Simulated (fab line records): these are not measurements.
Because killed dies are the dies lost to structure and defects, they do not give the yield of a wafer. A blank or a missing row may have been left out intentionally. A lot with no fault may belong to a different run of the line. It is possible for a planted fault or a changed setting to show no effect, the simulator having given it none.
fab line records -- flow gf180mcu -- part 2 of 2: steps 28 to 36 of 36
record lots=5, wafers=15, lastDay=32
route steps=602 shown V5@540 TOP_METAL@567
lots that met no fault: from a run of the same line without faults
startH: hours from the record's opening day to when the first of the lot's shown wafers began -- waitH: how many hours have passed since the lot's step before this one -- " unchanged from the row above -- L1.1+2: a row that stands for several wafers -- - no value, or no start was given -- * or withheld: withheld -- < > ~ a bound
route shown NAME@n: names a module that has steps shown in the file, with the first one's number in the route -- usual: mean and standard deviation over wafers with no fault -- same: alike in all rows -- chamber/n: place in a boat -- sites: each site's reading -- _std_site: their standard deviation -- _edge_site: mean of outer sites minus mean of inner sites -- radiusMm: for every site, how far away it sits from the centre of the wafer -- mask NAME#n: copy n -- behind: the tool/chamber that last shaped the wafer -- hold: the reason the lot was held/the length of the hold in hours/how it ended -- device: which transistor (n, p or np) failed to switch -- end of line: the route-end tests of the same wafers -- where a step has no rows: the recipe by itself -- killed: count of dies lost to structure and defects at first sort (not the wafer's yield) -- map: dies across one wafer; x = killed, . = not, _ = none there
set.NAME: setting as actually run; set.NAME@STEP: the setting as run at that earlier step -- model.NAME: the simulator's own value behind a step, which no gauge read
a table for each step, a row for each wafer; lots at some steps of the route
services: a tool's chamber out of use, with start hour (startH, from the record's first day; less than 0 if before it), hours out, and reason
## steps
# step GF_TOP_METAL_SPUTTER_00
# recipe material=Ti, targetThkNm=37.5, arrivingIonEnergyEv=80, substrateTempC=200, chamberPressurePa=2, powerW=4000, timeS=150
# usual throttleValvePct=30.0/0.84
lot.wafer,tool,chamber,startH,waitH,throttleValvePct
L078.1,pvdSputter-03,-,670.08,0.1,29.6
L078.5,pvdSputter-03,-,670.08,0.1,28.7
L078.6,pvdSputter-03,-,670.08,0.1,30.8
L079.1,pvdSputter-02,-,676.69,0.1,29.2
L079.2,pvdSputter-02,-,676.69,0.1,28.9
L079.4,pvdSputter-02,-,676.69,0.1,29.8
L080.4,pvdSputter-04,-,690.13,0.1,29.5
L080.5,pvdSputter-04,-,690.13,0.1,31.9
L080.6,pvdSputter-04,-,690.13,0.1,29.6
L082.4,pvdSputter-03,-,694.79,0.2,29.7
L082.5,pvdSputter-03,-,694.79,0.2,31.0
L082.6,pvdSputter-03,-,694.79,0.2,29.8
L087.1,pvdSputter-04,-,725.97,0.2,30.6
L087.4,pvdSputter-04,-,725.97,0.2,29.7
L087.5,pvdSputter-04,-,725.97,0.2,31.7
# step GF_TOP_METAL_SPUTTER_01
# recipe material=TiN, targetThkNm=30, powerW=6500, timeS=25, chamberPressurePa=0.4
# usual throttleValvePct=30.0/0.82
lot.wafer,tool,chamber,startH,waitH,throttleValvePct
L078.1,pvdSputter-03,-,670.18,0.1,29.7
L078.5,pvdSputter-03,-,670.18,0.1,28.8
L078.6,pvdSputter-03,-,670.18,0.1,30.6
L079.1,pvdSputter-02,-,676.79,0.1,29.6
L079.2,pvdSputter-02,-,676.79,0.1,29.0
L079.4,pvdSputter-02,-,676.79,0.1,29.8
L080.4,pvdSputter-04,-,690.23,0.1,29.4
L080.5,pvdSputter-04,-,690.23,0.1,31.8
L080.6,pvdSputter-04,-,690.23,0.1,29.6
L082.4,pvdSputter-03,-,694.89,0.1,29.7
L082.5,pvdSputter-03,-,694.89,0.1,30.7
L082.6,pvdSputter-03,-,694.89,0.1,29.6
L087.1,pvdSputter-04,-,726.07,0.1,30.8
L087.4,pvdSputter-04,-,726.07,0.1,29.6
L087.5,pvdSputter-04,-,726.07,0.1,31.7
# step GF_TOP_METAL_SPUTTER_02
# recipe material=AlCu, targetThkNm=900, powerW=10600, chamberPressurePa=0.3, substrateTempC=250, gas=Ar, timeS=47.82
# usual throttleValvePct=30.0/0.84
lot.wafer,tool,chamber,startH,waitH,throttleValvePct
L078.1,pvdSputter-03,-,670.21,0.0,29.5
L078.5,pvdSputter-03,-,670.21,0.0,29.1
L078.6,pvdSputter-03,-,670.21,0.0,30.9
L079.1,pvdSputter-02,-,676.83,0.0,29.5
L079.2,pvdSputter-02,-,676.83,0.0,29.0
L079.4,pvdSputter-02,-,676.83,0.0,29.9
L080.4,pvdSputter-04,-,690.27,0.0,29.8
L080.5,pvdSputter-04,-,690.27,0.0,31.7
L080.6,pvdSputter-04,-,690.27,0.0,29.7
L082.4,pvdSputter-03,-,694.92,0.0,29.5
L082.5,pvdSputter-03,-,694.92,0.0,30.6
L082.6,pvdSputter-03,-,694.92,0.0,29.5
L087.1,pvdSputter-04,-,726.10,0.0,31.1
L087.4,pvdSputter-04,-,726.10,0.0,29.7
L087.5,pvdSputter-04,-,726.10,0.0,31.6
# step GF_TOP_METAL_SPUTTER_03
# recipe material=Ti, targetThkNm=5, substrateTempC=300, chamberPressurePa=0.3, powerW=3000, timeS=3.3
# usual throttleValvePct=30.0/0.82
lot.wafer,tool,chamber,startH,waitH,throttleValvePct
L078.1,pvdSputter-03,-,670.25,0.0,29.6
L078.5,pvdSputter-03,-,670.25,0.0,29.1
L078.6,pvdSputter-03,-,670.25,0.0,30.7
L079.1,pvdSputter-02,-,676.87,0.0,29.4
L079.2,pvdSputter-02,-,676.87,0.0,29.2
L079.4,pvdSputter-02,-,676.87,0.0,29.6
L080.4,pvdSputter-04,-,690.31,0.0,29.7
L080.5,pvdSputter-04,-,690.31,0.0,31.6
L080.6,pvdSputter-04,-,690.31,0.0,29.4
L082.4,pvdSputter-03,-,694.96,0.0,29.8
L082.5,pvdSputter-03,-,694.96,0.0,30.7
L082.6,pvdSputter-03,-,694.96,0.0,29.7
L087.1,pvdSputter-04,-,726.14,0.0,30.7
L087.4,pvdSputter-04,-,726.14,0.0,29.6
L087.5,pvdSputter-04,-,726.14,0.0,31.8
# step GF_TOP_METAL_SPUTTER_04
# recipe material=TiN, targetThkNm=25, powerW=6500, timeS=20.8, chamberPressurePa=0.4
# usual throttleValvePct=30.0/0.85
lot.wafer,tool,chamber,startH,waitH,throttleValvePct
L078.1,pvdSputter-03,-,670.27,0.0,29.6
L078.5,pvdSputter-03,-,670.27,0.0,28.8
L078.6,pvdSputter-03,-,670.27,0.0,31.2
L079.1,pvdSputter-02,-,676.89,0.0,29.3
L079.2,pvdSputter-02,-,676.89,0.0,29.0
L079.4,pvdSputter-02,-,676.89,0.0,29.5
L080.4,pvdSputter-04,-,690.33,0.0,29.6
L080.5,pvdSputter-04,-,690.33,0.0,31.9
L080.6,pvdSputter-04,-,690.33,0.0,29.5
L082.4,pvdSputter-03,-,694.98,0.0,29.6
L082.5,pvdSputter-03,-,694.98,0.0,30.9
L082.6,pvdSputter-03,-,694.98,0.0,29.7
L087.1,pvdSputter-04,-,726.16,0.0,30.6
L087.4,pvdSputter-04,-,726.16,0.0,29.3
L087.5,pvdSputter-04,-,726.16,0.0,31.6
# step GF_TOP_METAL_RS_MEAS_05
# recipe thkMeasGauge=four-point-probe, reads=TiN_of_TOP_METAL_SPUTTER_04+Ti_of_TOP_METAL_SPUTTER_03+AlCu_of_TOP_METAL_SPUTTER_02+TiN_of_TOP_METAL_SPUTTER_01+Ti_of_TOP_METAL_SPUTTER_00
# usual TOP_METAL_ALCU_RS=0.03284/0.00029
lot.wafer,tool,chamber,startH,waitH,TOP_METAL_ALCU_RS[ohm/sq]
L078.1,filmMetro-01,-,670.30,0.0,0.03312
L078.5,filmMetro-01,-,670.30,0.0,0.03286
L078.6,filmMetro-01,-,670.30,0.0,0.0329
L079.1,filmMetro-01,-,676.92,0.0,0.0331
L079.2,filmMetro-01,-,676.92,0.0,0.03323
L079.4,filmMetro-01,-,676.92,0.0,0.03261
L080.4,filmMetro-03,-,690.42,0.1,0.03241
L080.5,filmMetro-03,-,690.42,0.1,0.03251
L080.6,filmMetro-03,-,690.42,0.1,0.0328
L082.4,filmMetro-04,-,695.07,0.1,0.03284
L082.5,filmMetro-04,-,695.07,0.1,0.03253
L082.6,filmMetro-04,-,695.07,0.1,0.03309
L087.1,filmMetro-01,-,726.19,0.0,0.03279
L087.4,filmMetro-01,-,726.19,0.0,0.03276
L087.5,filmMetro-01,-,726.19,0.0,0.03274
# step GF_TOP_METAL_THK_MEAS_06
# recipe thkMeasGauge=xrf, reads=AlCu_of_TOP_METAL_SPUTTER_02
# usual TOP_METAL_ALCU_THK=900/9.1
lot.wafer,tool,chamber,startH,waitH,TOP_METAL_ALCU_THK[nm]
L078.1,filmMetro-01,-,670.42,0.1,889
L078.5,filmMetro-01,-,670.42,0.1,896
L078.6,filmMetro-01,-,670.42,0.1,893
L079.1,filmMetro-01,-,677.04,0.1,901
L079.2,filmMetro-01,-,677.04,0.1,897
L079.4,filmMetro-01,-,677.04,0.1,903
L080.4,filmMetro-03,-,690.51,0.1,917
L080.5,filmMetro-03,-,690.51,0.1,919
L080.6,filmMetro-03,-,690.51,0.1,907
L082.4,filmMetro-04,-,695.16,0.1,896
L082.5,filmMetro-04,-,695.16,0.1,903
L082.6,filmMetro-04,-,695.16,0.1,889
L087.1,filmMetro-01,-,726.31,0.1,901
L087.4,filmMetro-01,-,726.31,0.1,904
L087.5,filmMetro-01,-,726.31,0.1,901
# step GF_TOP_METAL_DEHYDRATE_07
# recipe tempC=200, timeS=60
# usual exhaustPa=45.0/0.81
lot.wafer,tool,chamber,startH,waitH,exhaustPa
L078.1,lithoTrack-04,0,679.15,8.7,45.7
L078.5,lithoTrack-04,0,679.15,8.7,45.9
L078.6,lithoTrack-04,0,679.15,8.7,47.1
L079.1,lithoTrack-03,0,685.76,8.7,44.9
L079.2,lithoTrack-03,0,685.76,8.7,45.4
L079.4,lithoTrack-03,0,685.76,8.7,44.1
L080.4,lithoTrack-04,0,699.13,8.6,46.0
L080.5,lithoTrack-04,0,699.13,8.6,45.3
L080.6,lithoTrack-04,0,699.13,8.6,46.2
L082.4,lithoTrack-04,0,703.68,8.5,45.0
L082.5,lithoTrack-04,0,703.68,8.5,45.7
L082.6,lithoTrack-04,0,703.68,8.5,44.9
L087.1,lithoTrack-02,0,734.72,8.4,45.9
L087.4,lithoTrack-02,0,734.72,8.4,44.9
L087.5,lithoTrack-02,0,734.72,8.4,44.2
# step GF_TOP_METAL_HMDS_08
# recipe primeTimeS=60, primeTempC=120
# usual exhaustPa=45.1/0.92
lot.wafer,tool,chamber,startH,waitH,exhaustPa
L078.1,lithoTrack-04,0,679.30,0.1,45.8
L078.5,lithoTrack-04,0,679.30,0.1,45.1
L078.6,lithoTrack-04,0,679.30,0.1,45.8
L079.1,lithoTrack-03,0,685.91,0.1,44.9
L079.2,lithoTrack-03,0,685.91,0.1,47.3
L079.4,lithoTrack-03,0,685.91,0.1,46.1
L080.4,lithoTrack-04,0,699.28,0.1,44.9
L080.5,lithoTrack-04,0,699.28,0.1,45.1
L080.6,lithoTrack-04,0,699.28,0.1,44.7
L082.4,lithoTrack-04,0,703.83,0.1,46.6
L082.5,lithoTrack-04,0,703.83,0.1,46.5
L082.6,lithoTrack-04,0,703.83,0.1,46.2
L087.1,lithoTrack-02,0,734.87,0.1,44.9
L087.4,lithoTrack-02,0,734.87,0.1,45.3
L087.5,lithoTrack-02,0,734.87,0.1,45.3
## services
tool,chamber,startH,hours,kind
cmp-01,-,627.94,1.0,repair
rieDiel-03,0,630.32,9.6,repair
cmp-02,-,641.20,30.9,repair
krfScanner-02,-,641.39,1.3,pm
krfScanner-01,-,648.86,1.0,pm
krfScanner-02,-,652.44,1.0,pm
plasmaAsher-01,-,652.47,7.9,repair
cvdW-02,-,661.95,2.8,pm
pvdSputter-03,3,662.64,-,consumableReplace:kit
pvdSputter-03,3,662.64,18.0,scheduledDown
rieDiel-03,-,665.19,0.7,repair
krfScanner-02,-,671.29,1.8,repair
cmp-02,-,672.15,5.5,pm
pecvd-04,-,673.50,2.9,repair
cmp-01,-,677.89,6.9,pm
cmp-02,-,683.20,1.2,repair
pvdSputter-04,-,688.17,1.7,repair
cvdW-02,0,691.32,6.3,repair
plasmaAsher-03,-,698.42,3.7,repair
rieDiel-02,0,700.39,7.4,repair
pecvd-01,0,703.52,18.7,repair
wetBench-04,-,724.22,6.5,repair
pvdSputter-02,-,731.14,4.5,repair
plasmaAsher-03,-,733.75,9.0,pm
